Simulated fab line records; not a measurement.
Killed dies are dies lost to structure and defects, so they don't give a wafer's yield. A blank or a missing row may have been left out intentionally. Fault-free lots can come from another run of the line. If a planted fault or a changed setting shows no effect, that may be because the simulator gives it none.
fab line records | flow gf180mcu
record lots=24 wafers=72 lastDay=34
route steps=602 shown V1@357 M2@379 V3@434 MIM@503 TOP_METAL@569
lots that met no fault: from a run of the same line without faults
startH: start of the lot's first displayed wafer, in hours after the record's first day | waitH: time in hours since the lot's previous step | " repeats the value in the row above | L1.1+2: a row that stands for several wafers | - no value, or no start given | * or withheld: withheld | < > ~ a bound
route shown NAME@n: a module of which the file shows steps, and the number in the route of the first | usual: mean/standard deviation of fault-free wafers | same: alike in all rows | chamber/n: place in a boat | sites: per-site readings | _std_site: how widely they spread, as a standard deviation | _edge_site: inner sites' mean taken away from outer sites' mean | radiusMm: for every site, how far away it sits from the centre of the wafer | mask NAME#n: copy n | behind: the last tool/chamber to shape the wafer | hold: why the lot was held/for how many hours/how that ended | device: the n, p or np transistor that did not switch | end of line: tests of these same wafers at the route's end | for a step that has no rows: nothing shown but its recipe | killed: dies that structure and defects cost at the first sort, which is not the same as the wafer's yield | map: per-die view of a wafer (x killed, . not killed, _ where there is no die)
set.NAME: the setting as run; set.NAME@STEP: as run at that earlier step | model.NAME: the simulator's own value behind a step, which no gauge read
a sample of lots followed through the steps of the route, with each step as a table and each wafer as a row
services: from which hour (startH, from the record's first day; less than 0 if before it) a tool's chamber was out of use, for how many hours, and why
## steps
# step GF_V1_SPUTTER_22
# recipe material=TiN targetThkNm=10 chamberPressurePa=5 powerW=4000 timeS=40
# usual chamberPressurePa=4.997/0.011 throttleValvePct=30.3/0.7
# columns lot.wafer tool chamber startH waitH chamberPressurePa throttleValvePct
L074.3 pvdSputter-02 - 414.14 0.0 5.001 32.6
L074.5 " - " " 4.981 29.8
L074.6 " - " " 4.986 29.5
L075.1 pvdSputter-02 - 426.89 0.0 5.000 29.3
L075.2 " - " " 5.006 32.2
L075.5 " - " " 5.007 32.0
L076.2 pvdSputter-03 - 432.01 0.0 4.985 30.0
L076.4 " - " " 4.995 29.6
L076.5 " - " " 4.996 29.8
L077.3 pvdSputter-03 - 445.12 0.0 5.001 29.5
L077.5 " - " " 4.977 30.7
L077.6 " - " " 4.990 29.6
L078.2 pvdSputter-02 - 459.73 0.0 5.006 32.2
L078.3 " - " " 4.992 29.6
L078.4 " - " " 5.017 32.3
L079.1 pvdSputter-01 - 461.49 0.0 5.007 30.4
L079.4 " - " " 5.004 30.6
L079.5 " - " " 4.975 30.5
L080.1 pvdSputter-03 - 481.55 0.0 5.004 29.8
L080.4 " - " " 4.994 30.4
L080.5 " - " " 5.024 30.7
L081.1 pvdSputter-01 - 488.10 0.0 5.009 30.7
L081.2 " - " " 4.983 30.1
L081.4 " - " " 4.995 30.7
L082.1 pvdSputter-03 - 488.50 0.0 5.007 31.0
L082.2 " - " " 4.992 29.9
L082.3 " - " " 5.007 29.6
L084.1 pvdSputter-01 - 503.18 0.0 4.987 30.2
L084.2 " - " " 4.985 30.9
L084.3 " - " " 4.984 29.9
L083.1 pvdSputter-01 - 506.71 0.0 4.996 30.4
L083.2 " - " " 5.003 30.7
L083.6 " - " " 4.986 30.4
L085.1 pvdSputter-02 - 523.30 0.0 4.984 30.0
L085.3 " - " " 4.998 29.9
L085.4 " - " " 4.999 32.3
L086.4 pvdSputter-01 - 526.66 0.0 4.987 30.9
L086.5 " - " " 4.998 30.2
L086.6 " - " " 4.994 30.1
L087.1 pvdSputter-01 - 536.31 0.0 4.996 30.3
L087.5 " - " " 4.985 30.0
L087.6 " - " " 5.008 30.1
L088.1 pvdSputter-01 - 539.60 0.0 5.006 30.2
L088.2 " - " " 4.986 30.7
L088.3 " - " " 5.013 30.3
L089.1 pvdSputter-03 - 546.05 0.0 5.000 29.6
L089.2 " - " " 4.994 29.5
L089.6 " - " " 5.011 30.2
L090.1 pvdSputter-03 - 550.50 0.0 4.986 29.5
L090.3 " - " " 4.985 30.2
L090.6 " - " " 4.989 29.5
L091.1 pvdSputter-02 - 558.81 0.0 4.997 29.4
L091.2 " - " " 5.006 32.5
L091.5 " - " " 4.993 29.7
L092.1 pvdSputter-01 - 570.32 0.0 4.997 30.7
L092.3 " - " " 5.006 30.3
L092.6 " - " " 4.983 30.4
L093.3 pvdSputter-02 - 580.21 0.0 5.000 32.4
L093.5 " - " " 4.996 29.4
L093.6 " - " " 4.992 29.9
L094.1 pvdSputter-01 - 585.80 0.0 4.996 30.4
L094.2 " - " " 5.014 30.8
L094.5 " - " " 5.003 30.9
L095.1 pvdSputter-02 - 592.11 0.0 4.985 32.3
L095.3 " - " " 4.968 29.7
L095.6 " - " " 4.979 29.6
L096.1 pvdSputter-01 - 611.16 0.0 4.985 30.4
L096.2 " - " " 4.985 30.3
L096.5 " - " " 5.011 30.6
L097.1 pvdSputter-01 - 612.72 0.0 5.012 30.5
L097.2 " - " " 5.011 30.3
L097.4 " - " " 4.993 30.3
# step GF_M2_STRIP_17
# recipe chemistry=O2/N2 powerW=1400 pressureMtorr=1500 platenTempC=250 o2FlowSccm=3000 n2FlowSccm=300 overashFraction=0.5
# usual drypumpMotorCurrentA=5.6/0.55 heaterPowerW=320/37 oesProductAu=0.558/0.0046 stripTimeToEndpointS=7.87/0.038
# same overashFraction=0.5
# columns lot.wafer tool chamber startH waitH drypumpMotorCurrentA heaterPowerW oesProductAu rfHoursCounterH stripTimeToEndpointS
L074.3 plasmaAsher-01 1 439.63 0.1 5.4 297 0.552 - 7.86
L074.5 " 0 " " 5.7 351 0.554 - 7.84
L074.6 " 1 " " 5.4 289 0.555 - 7.85
L075.1 plasmaAsher-02 1 452.69 0.1 4.7 269 0.556 2 7.90
L075.2 " 0 " " 6.4 344 0.555 2 7.92
L075.5 " 0 " " 6.3 347 0.560 - 7.92
L076.2 plasmaAsher-02 0 457.63 0.1 6.3 369 0.555 3 7.87
L076.4 " 0 " " 6.3 351 0.558 - 7.89
L076.5 " 0 " " 6.4 351 0.557 - 7.82
L077.3 plasmaAsher-02 1 470.54 0.1 4.7 270 0.555 - 7.88
L077.5 " 0 " " 6.3 350 0.561 - 7.84
L077.6 " 1 " " 4.7 272 0.560 - 7.84
L078.2 plasmaAsher-02 1 485.01 0.1 4.7 267 0.561 6 7.85
L078.3 " 0 " " 6.4 352 0.566 - 7.89
L078.4 " 1 " " 4.7 270 0.563 - 7.86
L079.1 plasmaAsher-01 0 485.98 0.1 5.7 352 0.550 38 7.84
L079.4 " 0 " " 5.7 345 0.559 - 7.90
L079.5 " 1 " " 5.4 296 0.561 - 7.86
L080.1 plasmaAsher-04 0 506.94 0.2 5.9 295 0.551 72 7.84
L080.4 " 0 " " 5.9 291 0.559 - 7.87
L080.5 " 1 " " 6.0 380 0.556 - 7.87
L081.1 plasmaAsher-01 1 512.54 0.1 5.4 299 0.552 41 7.91
L081.2 " 0 " " 5.7 351 0.558 41 7.89
L081.4 " 1 " " 5.4 290 0.558 - 7.85
L082.1 plasmaAsher-01 0 512.94 0.1 5.7 345 0.567 41 7.88
L082.2 " 1 " " 5.4 299 0.566 41 7.84
L082.3 " 0 " " 5.7 348 0.554 - 7.85
L084.1 plasmaAsher-02 1 527.55 0.2 4.7 271 0.555 10 7.82
L084.2 " 0 " " 6.4 349 0.553 10 7.81
L084.3 " 1 " " 4.7 271 0.552 - 7.79
L083.1 plasmaAsher-04 1 531.19 0.1 6.0 376 0.556 74 7.90
L083.2 " 0 " " 5.9 290 0.561 74 7.92
L083.6 " 0 " " 5.9 286 0.556 - 7.93
L085.1 plasmaAsher-02 1 546.89 0.1 4.7 273 0.553 12 7.89
L085.3 " 1 " " 4.7 276 0.561 - 7.88
L085.4 " 0 " " 6.4 356 0.556 - 7.87
L086.4 plasmaAsher-01 0 549.72 0.1 5.7 339 0.556 - 7.89
L086.5 " 0 " " 5.7 358 0.562 - 7.94
L086.6 " 1 " " 5.4 294 0.559 - 7.91
L087.1 plasmaAsher-04 0 559.44 0.1 5.9 283 0.566 77 7.89
L087.5 " 1 " " 6.0 370 0.556 - 7.88
L087.6 " 0 " " 5.9 291 0.563 - 7.86
L088.1 plasmaAsher-01 1 562.94 0.1 5.4 294 0.557 46 7.86
L088.2 " 0 " " 5.7 346 0.562 46 7.85
L088.3 " 0 " " 5.7 349 0.561 - 7.86
L089.1 plasmaAsher-04 1 569.24 0.1 6.0 374 0.555 79 7.84
L089.2 " 0 " " 5.9 285 0.559 79 7.83
L089.6 " 1 " " 6.1 369 0.556 - 7.81
L090.1 plasmaAsher-01 1 573.89 0.1 5.4 292 0.556 47 7.81
L090.3 " 1 " " 5.4 297 0.562 - 7.82
L090.6 " 0 " " 5.7 345 0.559 - 7.86
L091.1 plasmaAsher-01 0 582.04 0.1 5.7 344 0.554 48 7.92
L091.2 " 1 " " 5.4 294 0.559 48 7.89
L091.5 " 0 " " 5.7 350 0.554 - 7.88
L092.1 plasmaAsher-02 0 592.73 0.1 6.4 350 0.553 17 7.81
L092.3 " 0 " " 6.4 353 0.556 - 7.81
L092.6 " 0 " " 6.4 348 0.555 - 7.80
L093.3 plasmaAsher-02 1 602.62 0.1 4.7 273 0.559 - 7.89
L093.5 " 0 " " 6.4 353 0.564 - 7.93
L093.6 " 1 " " 4.7 267 0.557 - 7.92
L094.1 plasmaAsher-04 1 607.93 0.1 6.0 374 0.563 82 7.87
L094.2 " 0 " " 5.9 289 0.553 82 7.85
L094.5 " 0 " " 5.9 289 0.564 - 7.85
L095.1 plasmaAsher-02 0 614.74 0.1 6.4 352 0.553 19 7.90
L095.3 " 0 " " 6.4 360 0.554 - 7.87
L095.6 " 1 " " 4.7 265 0.555 - 7.85
L096.1 plasmaAsher-01 0 633.19 0.1 5.7 353 0.559 53 7.83
L096.2 " 1 " " 5.4 296 0.555 53 7.87
L096.5 " 0 " " 5.7 341 0.557 - 7.84
L097.1 plasmaAsher-01 0 634.69 0.1 5.7 355 0.561 54 7.95
L097.2 " 1 " " 5.4 289 0.555 54 7.85
L097.4 " 1 " " 5.4 291 0.557 - 7.80
# step GF_V3_BOW_MEAS_05
# recipe mode=bow
# usual V3_BOW=115/8.3
# columns lot.wafer tool chamber startH waitH V3_BOW[um]
L074.3 filmMetro-04 - 492.25 0.3 124
L074.5 " - " " 111
L074.6 " - " " 115
L075.1 filmMetro-02 - 505.01 0.1 123
L075.2 " - " " 117
L075.5 " - " " 119
L076.2 filmMetro-04 - 509.27 0.2 118
L076.4 " - " " 128
L076.5 " - " " 124
L077.3 filmMetro-04 - 523.17 0.2 115
L077.5 " - " " 115
L077.6 " - " " 123
L078.2 filmMetro-04 - 535.55 0.2 125
L078.3 " - " " 116
L078.4 " - " " 115
L079.1 filmMetro-01 - 537.96 0.1 127
L079.4 " - " " 124
L079.5 " - " " 122
L080.1 filmMetro-01 - 556.99 0.1 103
L080.4 " - " " 105
L080.5 " - " " 110
L081.1 filmMetro-01 - 561.88 0.1 127
L081.2 " - " " 135
L081.4 " - " " 124
L082.1 filmMetro-02 - 563.69 0.2 104
L082.2 " - " " 114
L082.3 " - " " 110
L084.1 filmMetro-04 - 576.12 0.1 119
L084.2 " - " " 131
L084.3 " - " " 131
L083.1 filmMetro-02 - 580.34 0.2 118
L083.2 " - " " 120
L083.6 " - " " 116
L085.1 filmMetro-01 - 594.89 0.2 97
L085.3 " - " " 112
L085.4 " - " " 110
L086.4 filmMetro-02 - 598.12 0.2 131
L086.5 " - " " 123
L086.6 " - " " 120
L087.1 filmMetro-01 - 608.19 0.1 111
L087.5 " - " " 120
L087.6 " - " " 118
L088.1 filmMetro-04 - 611.73 0.2 111
L088.2 " - " " 121
L088.3 " - " " 97
L089.1 filmMetro-02 - 616.27 0.1 128
L089.2 " - " " 111
L089.6 " - " " 116
L090.1 filmMetro-02 - 620.28 0.2 103
L090.3 " - " " 103
L090.6 " - " " 117
L091.1 filmMetro-01 - 628.48 0.2 104
L091.2 " - " " 120
L091.5 " - " " 108
L092.1 filmMetro-02 - 639.00 0.2 116
L092.3 " - " " 113
L092.6 " - " " 109
L093.3 filmMetro-02 - 648.66 0.1 113
L093.5 " - " " 114
L093.6 " - " " 109
L094.1 filmMetro-02 - 653.44 0.1 103
L094.2 " - " " 114
L094.5 " - " " 115
L095.1 filmMetro-02 - 658.96 0.2 115
L095.3 " - " " 117
L095.6 " - " " 107
L096.1 filmMetro-04 - 677.34 0.2 108
L096.2 " - " " 106
L096.5 " - " " 116
L097.1 filmMetro-04 - 678.02 0.2 112
L097.2 " - " " 118
L097.4 " - " " 101
# step GF_V3_SPUTTER_21
# recipe material=Ti targetThkNm=15 chamberPressurePa=5 powerW=2500 substrateTempC=200 timeS=80.02
# usual chamberPressurePa=5.000/0.0096 throttleValvePct=30.2/0.74
# columns lot.wafer tool chamber startH waitH chamberPressurePa throttleValvePct
L074.3 pvdSputter-02 - 516.36 0.0 5.006 32.4
L074.5 " - " " 5.026 29.7
L074.6 " - " " 4.996 29.7
L075.1 pvdSputter-03 - 529.04 0.0 5.002 30.0
L075.2 " - " " 5.002 30.6
L075.5 " - " " 5.009 29.8
L076.2 pvdSputter-01 - 533.05 0.0 4.992 30.0
L076.4 " - " " 5.004 30.5
L076.5 " - " " 4.998 30.7
L077.3 pvdSputter-02 - 546.69 0.0 4.993 29.8
L077.5 " - " " 5.010 29.4
L077.6 " - " " 4.995 29.8
L078.2 pvdSputter-01 - 558.64 0.0 5.001 30.8
L078.3 " - " " 4.996 30.5
L078.4 " - " " 4.991 30.1
L079.1 pvdSputter-01 - 561.24 0.0 5.002 30.3
L079.4 " - " " 5.010 30.7
L079.5 " - " " 4.994 30.4
L080.1 pvdSputter-01 - 579.58 0.0 4.987 30.2
L080.4 " - " " 5.008 30.0
L080.5 " - " " 4.986 30.2
L081.1 pvdSputter-02 - 584.95 0.0 4.996 29.8
L081.2 " - " " 5.006 29.4
L081.4 " - " " 5.002 32.5
L082.1 pvdSputter-02 - 586.84 0.0 5.004 32.6
L082.2 " - " " 4.980 29.7
L082.3 " - " " 4.987 29.4
L084.1 pvdSputter-03 - 597.83 0.0 5.001 30.1
L084.2 " - " " 4.980 29.8
L084.3 " - " " 5.002 30.7
L083.1 pvdSputter-03 - 602.14 0.0 4.995 29.6
L083.2 " - " " 4.984 29.7
L083.6 " - " " 4.984 29.8
L085.1 pvdSputter-02 - 616.75 0.0 4.989 29.4
L085.3 " - " " 5.012 32.4
L085.4 " - " " 4.993 29.9
L086.4 pvdSputter-01 - 620.16 0.0 4.988 30.4
L086.5 " - " " 4.989 30.3
L086.6 " - " " 4.982 30.8
L087.1 pvdSputter-03 - 629.51 0.0 4.992 29.5
L087.5 " - " " 5.000 29.8
L087.6 " - " " 4.995 30.9
L088.1 pvdSputter-01 - 633.21 0.0 4.992 30.2
L088.2 " - " " 4.992 30.3
L088.3 " - " " 4.999 30.4
L089.1 pvdSputter-03 - 637.78 0.0 5.019 30.7
L089.2 " - " " 4.982 29.8
L089.6 " - " " 5.003 30.9
L090.1 pvdSputter-02 - 641.44 0.0 4.999 32.5
L090.3 " - " " 5.033 29.4
L090.6 " - " " 5.019 29.3
L091.1 pvdSputter-03 - 649.46 0.0 5.002 29.5
L091.2 " - " " 5.003 31.0
L091.5 " - " " 5.003 29.4
L092.1 pvdSputter-01 - 659.68 0.0 5.003 30.5
L092.3 " - " " 4.996 30.1
L092.6 " - " " 4.998 30.4
L093.3 pvdSputter-01 - 668.83 0.0 5.009 29.9
L093.5 " - " " 5.005 30.3
L093.6 " - " " 5.008 30.6
L094.1 pvdSputter-02 - 673.90 0.0 5.010 32.6
L094.2 " - " " 4.998 29.5
L094.5 " - " " 5.005 29.6
L095.1 pvdSputter-01 - 678.75 0.0 4.999 30.1
L095.3 " - " " 5.002 30.4
L095.6 " - " " 5.011 30.7
L096.1 pvdSputter-02 - 697.25 0.0 4.995 29.5
L096.2 " - " " 5.007 32.4
L096.5 " - " " 4.992 29.9
L097.1 pvdSputter-03 - 697.95 0.0 5.002 29.5
L097.2 " - " " 5.014 30.0
L097.4 " - " " 4.989 29.4
# step GF_MIM_SPUTTER_00
# recipe material=Ti targetThkNm=37.5 arrivingIonEnergyEv=80 substrateTempC=200 chamberPressurePa=2 powerW=4000 timeS=150
# usual chamberPressurePa=2.000/0.0037 throttleValvePct=30.2/1.3
# columns lot.wafer tool chamber startH waitH chamberPressurePa throttleValvePct
L074.3 pvdSputter-03 - 565.49 0.2 1.998 29.5
L074.5 " - " " 2.001 29.5
L074.6 " - " " 1.998 30.9
L075.1 pvdSputter-01 - 577.70 0.2 2.002 29.9
L075.2 " - " " 2.007 30.6
L075.5 " - " " 1.996 30.4
L076.2 pvdSputter-04 - 581.97 0.1 1.994 32.0
L076.4 " - " " 1.998 27.9
L076.5 " - " " 2.006 32.5
L077.3 pvdSputter-03 - 594.39 0.1 1.999 30.3
L077.5 " - " " 1.996 29.6
L077.6 " - " " 2.001 30.1
L078.2 pvdSputter-03 - 605.27 0.2 1.998 30.0
L078.3 " - " " 2.005 29.8
L078.4 " - " " 1.993 30.7
L079.1 pvdSputter-04 - 608.79 0.2 1.995 32.1
L079.4 " - " " 2.000 32.7
L079.5 " - " " 1.998 31.9
L080.1 pvdSputter-04 - 625.39 0.2 2.004 32.0
L080.4 " - " " 2.001 27.6
L080.5 " - " " 1.997 32.0
L081.1 pvdSputter-04 - 631.35 0.2 2.002 32.4
L081.2 " - " " 2.006 32.1
L081.4 " - " " 1.996 29.7
L082.1 pvdSputter-04 - 632.82 0.2 2.005 29.7
L082.2 " - " " 1.999 27.7
L082.3 " - " " 2.000 32.7
L084.1 pvdSputter-01 - 643.72 0.2 2.000 30.5
L084.2 " - " " 1.998 30.2
L084.3 " - " " 2.005 30.0
L083.1 pvdSputter-01 - 646.59 0.1 1.992 30.6
L083.2 " - " " 1.996 30.0
L083.6 " - " " 2.001 30.4
L085.1 pvdSputter-04 - 661.37 0.1 1.999 29.6
L085.3 " - " " 2.002 27.8
L085.4 " - " " 2.001 27.5
L086.4 pvdSputter-04 - 664.03 0.3 1.994 29.5
L086.5 " - " " 2.001 27.8
L086.6 " - " " 2.003 32.0
L087.1 pvdSputter-03 - 673.48 0.2 1.999 29.6
L087.5 " - " " 2.002 29.6
L087.6 " - " " 2.004 29.5
L088.1 pvdSputter-03 - 675.63 0.1 2.003 31.0
L088.2 " - " " 2.002 29.9
L088.3 " - " " 1.995 29.5
L089.1 pvdSputter-03 - 680.69 0.2 1.997 30.6
L089.2 " - " " 2.002 29.5
L089.6 " - " " 2.003 29.4
L090.1 pvdSputter-01 - 684.17 0.2 2.003 30.2
L090.3 " - " " 1.994 30.2
L090.6 " - " " 2.000 30.1
L091.1 pvdSputter-01 - 691.49 0.2 1.996 30.1
L091.2 " - " " 2.000 30.7
L091.5 " - " " 1.997 30.5
L092.1 pvdSputter-03 - 702.02 0.1 2.005 29.6
L092.3 " - " " 2.004 30.6
L092.6 " - " " 1.999 29.5
L093.3 pvdSputter-04 - 709.83 0.1 2.009 29.7
L093.5 " - " " 2.001 27.6
L093.6 " - " " 2.005 29.4
L094.1 pvdSputter-04 - 715.75 0.1 2.001 27.9
L094.2 " - " " 1.995 29.4
L094.5 " - " " 1.995 32.6
L095.1 pvdSputter-04 - 719.83 0.2 2.003 32.4
L095.3 " - " " 2.003 32.6
L095.6 " - " " 2.000 29.5
L096.1 pvdSputter-03 - 736.65 0.1 2.000 29.6
L096.2 " - " " 1.999 30.2
L096.5 " - " " 1.998 30.2
L097.1 pvdSputter-01 - 737.71 0.1 1.989 30.1
L097.2 " - " " 1.996 30.9
L097.4 " - " " 2.000 30.1
# step GF_TOP_METAL_SPUTTER_02
# recipe material=AlCu targetThkNm=900 powerW=10600 chamberPressurePa=0.3 substrateTempC=250 gas=Ar timeS=47.82
# usual chamberPressurePa=0.3000/0.00058 throttleValvePct=30.2/1.2
# columns lot.wafer tool chamber startH waitH chamberPressurePa throttleValvePct
L074.3 pvdSputter-03 - 634.24 0.0 0.2995 29.7
L074.5 " - " " 0.3013 29.6
L074.6 " - " " 0.3000 31.2
L075.1 pvdSputter-02 - 644.15 0.0 0.3001 32.6
L075.2 " - " " 0.2997 29.8
L075.5 " - " " 0.3000 29.5
L076.2 pvdSputter-02 - 650.63 0.0 0.2997 32.4
L076.4 " - " " 0.2994 29.4
L076.5 " - " " 0.2987 29.1
L077.3 pvdSputter-03 - 659.03 0.0 0.2991 29.6
L077.5 " - " " 0.3006 29.7
L077.6 " - " " 0.2994 29.9
L078.2 pvdSputter-04 - 669.20 0.0 0.3002 27.9
L078.3 " - " " 0.3008 29.6
L078.4 " - " " 0.3005 32.0
L079.1 pvdSputter-02 - 673.28 0.0 0.2996 32.1
L079.4 " - " " 0.2997 29.8
L079.5 " - " " 0.2997 32.3
L080.1 pvdSputter-03 - 688.38 0.0 0.3013 29.8
L080.4 " - " " 0.2993 29.7
L080.5 " - " " 0.2994 30.1
L081.1 pvdSputter-02 - 694.09 0.0 0.2999 32.3
L081.2 " - " " 0.3017 29.7
L081.4 " - " " 0.3003 29.8
L082.1 pvdSputter-03 - 695.03 0.0 0.2998 29.8
L082.2 " - " " 0.2994 30.3
L082.3 " - " " 0.3013 30.8
L084.1 pvdSputter-02 - 705.18 0.0 0.2987 29.5
L084.2 " - " " 0.3005 29.9
L084.3 " - " " 0.2991 32.5
L083.1 pvdSputter-03 - 707.89 0.0 0.3002 29.5
L083.2 " - " " 0.3001 30.4
L083.6 " - " " 0.3004 29.6
L085.1 pvdSputter-03 - 721.68 0.0 0.2993 29.9
L085.3 " - " " 0.3004 30.9
L085.4 " - " " 0.3008 29.5
L086.4 pvdSputter-02 - 724.18 0.0 0.2997 32.3
L086.5 " - " " 0.3001 32.7
L086.6 " - " " 0.3005 29.8
L087.1 pvdSputter-04 - 732.88 0.0 0.2989 32.5
L087.5 " - " " 0.2999 27.8
L087.6 " - " " 0.2992 32.3
L088.1 pvdSputter-04 - 735.23 0.0 0.2994 27.7
L088.2 " - " " 0.3000 29.4
L088.3 " - " " 0.3001 32.1
L089.1 pvdSputter-03 - 740.13 0.0 0.2996 30.4
L089.2 " - " " 0.2998 29.9
L089.6 " - " " 0.3004 29.4
L090.1 pvdSputter-04 - 741.99 0.0 0.2993 32.2
L090.3 " - " " 0.2999 27.6
L090.6 " - " " 0.3003 27.8
L091.1 pvdSputter-03 - 748.61 0.0 0.2999 30.3
L091.2 " - " " 0.3003 30.9
L091.5 " - " " 0.2995 30.4
L092.1 pvdSputter-02 - 758.84 0.0 0.2999 29.7
L092.3 " - " " 0.2995 30.0
L092.6 " - " " 0.2999 29.8
L093.3 pvdSputter-03 - 765.42 0.0 0.2997 29.5
L093.5 " - " " 0.3000 30.9
L093.6 " - " " 0.2998 30.2
L094.1 pvdSputter-03 - 770.53 0.0 0.2999 31.0
L094.2 " - " " 0.2992 29.8
L094.5 " - " " 0.3005 30.2
L095.1 pvdSputter-02 - 774.61 0.0 0.3000 29.5
L095.3 " - " " 0.3004 29.9
L095.6 " - " " 0.3005 29.3
L096.1 pvdSputter-04 - 789.68 0.0 0.2992 31.9
L096.2 " - " " 0.3005 29.5
L096.5 " - " " 0.3002 27.4
L097.1 pvdSputter-02 - 790.89 0.0 0.2997 29.7
L097.2 " - " " 0.2991 29.6
L097.4 " - " " 0.3003 29.9
## services
# columns tool chamber startH hours kind
plasmaAsher-02 - 397.33 5.2 repair
pvdSputter-03 - 412.81 4.5 repair
plasmaAsher-02 - 421.25 9.0 pm
pvdSputter-01 - 422.04 1.3 repair
pvdSputter-04 - 423.87 2.7 repair
plasmaAsher-04 - 451.78 1.6 repair
pvdSputter-03 - 455.78 3.9 repair
pvdSputter-03 0 484.85 - consumableReplace:kit
pvdSputter-03 - 494.54 2.9 repair
pvdSputter-03 - 534.30 2.5 repair
pvdSputter-02 - 538.52 7.9 repair
pvdSputter-01 - 547.60 4.8 repair
plasmaAsher-04 - 579.89 2.6 repair
pvdSputter-02 - 607.56 3.6 repair
plasmaAsher-02 - 619.74 15.6 pm
pvdSputter-02 - 645.00 2.9 repair
pvdSputter-04 - 655.33 0.7 repair
pvdSputter-04 - 689.03 2.5 repair
pvdSputter-03 - 692.91 1.6 repair
pvdSputter-03 - 704.53 3.1 repair
pvdSputter-01 - 721.80 5.9 repair
pvdSputter-01 - 725.00 3.5 repair
plasmaAsher-04 - 741.39 3.9 repair
pvdSputter-04 - 745.72 7.1 repair
## key
fault none
